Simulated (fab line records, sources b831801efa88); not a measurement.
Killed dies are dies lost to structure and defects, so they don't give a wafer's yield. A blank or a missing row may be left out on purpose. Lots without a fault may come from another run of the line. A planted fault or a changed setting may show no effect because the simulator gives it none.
One fault seen from 2 desks | flow sky130 | each desk has only its own numbers; what lay behind them comes last

THE METROLOGY DESK
What the gauges read, lot by lot, whatever tool the lot ran on: means of the sampled wafers that have a number. A lot is out of limits, marked OUT, if its mean lies more than 4 standard deviations from the usual mean; the brackets give that distance.
Columns: A = PWDE_TW at SKY_PWDE_TW_MEAS_10, usual 377.6; B = VT_ADJUST_HVTP_TW at SKY_VT_ADJUST_HVTP_TW_MEAS_11, usual 1363; C = VT_ADJUST_LVTN_TW at SKY_VT_ADJUST_LVTN_TW_MEAS_10, usual 242.5; D = VT_ADJUST_NCORE_OVL at SKY_VT_ADJUST_NCORE_OVL_MEAS_08, usual 0.6 nm
lot  | first seen here | A     | B               | C     | D
L823 | day 3 23:20     | 378.9 | 1363            | 242.9 | 2.6
L824 | day 4 06:28     | 376.6 | 1367            | 242.2 | 2.0
L826 | day 4 13:16     | 376.8 | 1363            | 242.9 | 1.3
L825 | day 4 13:56     | 377.6 | 1370            | 242.2 | -1.4
L827 | day 4 19:07     | 376.2 | 1372            | 243.9 | -3.5
L828 | day 5 02:22     | 376.6 | 1369            | 239.6 | 0.6
L836 | day 6 22:26     | 376.6 | 1398 (+4.2) OUT | 243.8 | 2.7
L837 | day 7 01:28     | 375.9 | 1377            | 240.0 | 3.3
L839 | day 7 13:34     | 376.0 | 1368            | 243.9 | 2.2
L840 | day 7 20:23     | 377.7 | 1369            | 243.2 | 2.0
L842 | day 8 07:08     | 376.5 | 1356            | 243.6 | 1.6
L845 | day 9 15:26     | 379.1 | 1370            | 244.3 | 0.8
This desk's finding: out of limits on L836; first on L836, day 9 10:37 (VT_ADJUST_HVTP_TW at SKY_VT_ADJUST_HVTP_TW_MEAS_11). In limits: L823, L824, L826, L825, L827, L828, L837, L839, L840, L842, L845.

THE TOOL OWNER'S DESK: implanter-04
The tool's own readings at SKY_VT_ADJUST_HVTP_IMPLANT_09: means of the sampled wafers that have a number, for each lot that ran on this tool. A lot is out of limits, marked OUT, if its mean lies more than 4 standard deviations from the usual mean; the brackets give that distance.
Columns: A = beam_energy_keV at SKY_VT_ADJUST_HVTP_IMPLANT_09, usual 150.00
lot  | first seen here | A
L824 | day 6 13:17     | 149.99
L827 | day 7 02:31     | 150.07
L828 | day 7 11:17     | 150.02
L836 | day 9 10:23     | 161.87 (+99 or more) OUT
L837 | day 9 14:32     | 161.89 (+99 or more) OUT
This desk's finding: out of limits on L836, L837; first on L836, day 9 10:23 (beam_energy_keV at SKY_VT_ADJUST_HVTP_IMPLANT_09). In limits: L824, L827, L828.

PUT TOGETHER
The tool owner's desk could have raised an alarm at day 9 10:23, on L836, L837.
The metrology desk could have raised an alarm at day 9 10:37, on L836.
The metrology desk has L837 on record, within its limits.
Of the lots named, all ran SKY_VT_ADJUST_HVTP_IMPLANT_09 on implanter-04.

WHAT THE SIMULATOR HAD PUT IN
Process parameter drift: implanter-04, from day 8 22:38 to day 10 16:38, at SKY_VT_ADJUST_HVTP_IMPLANT_09. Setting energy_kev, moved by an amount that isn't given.
Lots struck among those shown: L836, L837.
Hours from the fault's start to each desk's first reading out of limits: the tool owner's desk, 12; the metrology desk, 12.
